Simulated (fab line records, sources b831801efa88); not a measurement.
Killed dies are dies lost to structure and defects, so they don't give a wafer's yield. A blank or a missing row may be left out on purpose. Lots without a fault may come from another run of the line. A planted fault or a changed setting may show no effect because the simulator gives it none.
A struck lot beside a sound one | flow sfq_line | 14 steps out of a route of 325
Sound: wafers L243.2, L243.4, L243.5. Struck: wafers L251.2, L251.4, L251.5. The cause comes at the end.
At each step with rows: each side's tool, then ch and its chambers, then its first start. Under that, the readings that differ: sound wafers | struck wafers | difference of the means | sigmas: that difference in standard deviations of wafers without a fault.
alike: readings whose means differ by less than 2 such deviations, and words and numbers that are the same on both sides. not compared: withheld readings, readings that some wafer has no value for, bounds like >300 that may hide the same value, and numbers for which the record gives no deviation and whose values overlap.
The two part at a step that has a row with sigmas, a row that says differs or no value, or rows on one side only. Numbers that don't overlap but have no deviation are shown without sigmas and don't part them. A reading that every wafer of one side lacks parts them only if that side has two wafers or more.

SFQ_TRILAYER_M4_ETCH_METAL_ETCH_096: etches Nb in Cl2/Ar, stops on SiO2, target depth 240 nm, time 120 s.
  sound on rie_metal-04 ch 0,1, day 37 05:37; struck on rie_metal-04 ch 0,1, day 45 05:43
  alike: drypump_motor_current_A, oes_product_au
  not compared: rf_hours_counter_h
SFQ_TRILAYER_M4_STRIP_STRIP_097: strips in O2.
  sound on rie_metal-04 ch 0,1, day 37 05:44; struck on rie_metal-04 ch 0,1, day 45 05:50
  alike: drypump_motor_current_A, oes_product_au
  not compared: rf_hours_counter_h
then, 1 step without rows for these wafers: SFQ_TRILAYER_M4_STRIP_SOLV_CLEAN_098 (cleans in NMP, time 600 s).
SFQ_TRILAYER_I4_DEP_PECVD_099: deposits SiO2 from SiH4/N2O, time 111.11 s, target thk 500 nm.
  sound on pecvd-01 ch 0,1,2, day 37 06:31; struck on pecvd-04 ch 1,2, day 45 06:37
  alike: heater_power_w, susceptor_temp_C, throttle_valve_pct
SFQ_TRILAYER_I4_CMP_CMP_100: polishes SiO2.
  sound on cmp-02 ch 0,2,3, day 37 06:36; struck on cmp-02 ch 1,2,3, day 45 07:47
  alike: edge_zone_pressure_frac, motor_current_A, time_to_endpoint_s
SFQ_I4_BOW_MEAS_927:
  sound on film_metro-03, day 37 09:37; struck on film_metro-04, day 45 10:19
  alike: I4_BOW
SFQ_TRILAYER_I4_METRO_MEASURE_101:
  sound on film_metro-03, day 37 09:55; struck on film_metro-04, day 45 10:37
  alike: thk_nm
then, 5 steps without rows for these wafers: SFQ_TRILAYER_I4_VIA_LITHO_COAT_108 (resist thk 62 nm); SFQ_TRILAYER_I4_VIA_LITHO_COAT_103 (resist thk 650 nm); SFQ_TRILAYER_I4_VIA_LITHO_SOFTBAKE_107; SFQ_TRILAYER_I4_VIA_LITHO_EXPOSE_104 (exposes mask I4, target cd 700 nm); SFQ_TRILAYER_I4_VIA_LITHO_PEB_106 (peb time 60 s).
-- the record jumps here: 5 days lie between the struck wafers' starts before and after --
SFQ_TRILAYER_I4_VIA_LITHO_DEVELOP_105: time 60 s.
  sound on litho_track-04 ch 0, day 44 03:10; struck on litho_track-04, day 50 09:10
  no value came back on the struck wafers for chill_plate_temp_C (C), exhaust_pa (Pa); on the sound wafers chill_plate_temp_C (C) reads 22.98 23.04 22.96
  reading                                                 | sound             | struck            | difference | sigmas
  model.KrF_of_TRILAYER_I4_VIA_LITHO_COAT_103.thk_nm (nm) | 625.5 622.6 624.8 | 648.8 649.6 648.8 | +24.8      |
SFQ_I4_OVL_MEAS_928:
  sound on overlay-02, day 44 03:18; struck on overlay-01, day 50 09:17
  reading     | sound  | struck | difference                    | sigmas
  I4_OVL (nm) | 10 8 4 | - - -  | no value on the struck wafers |

WHERE THEY PART
First at SFQ_TRILAYER_I4_VIA_LITHO_DEVELOP_105; last, within this record, at SFQ_I4_OVL_MEAS_928.

WHY: what the simulator had put in
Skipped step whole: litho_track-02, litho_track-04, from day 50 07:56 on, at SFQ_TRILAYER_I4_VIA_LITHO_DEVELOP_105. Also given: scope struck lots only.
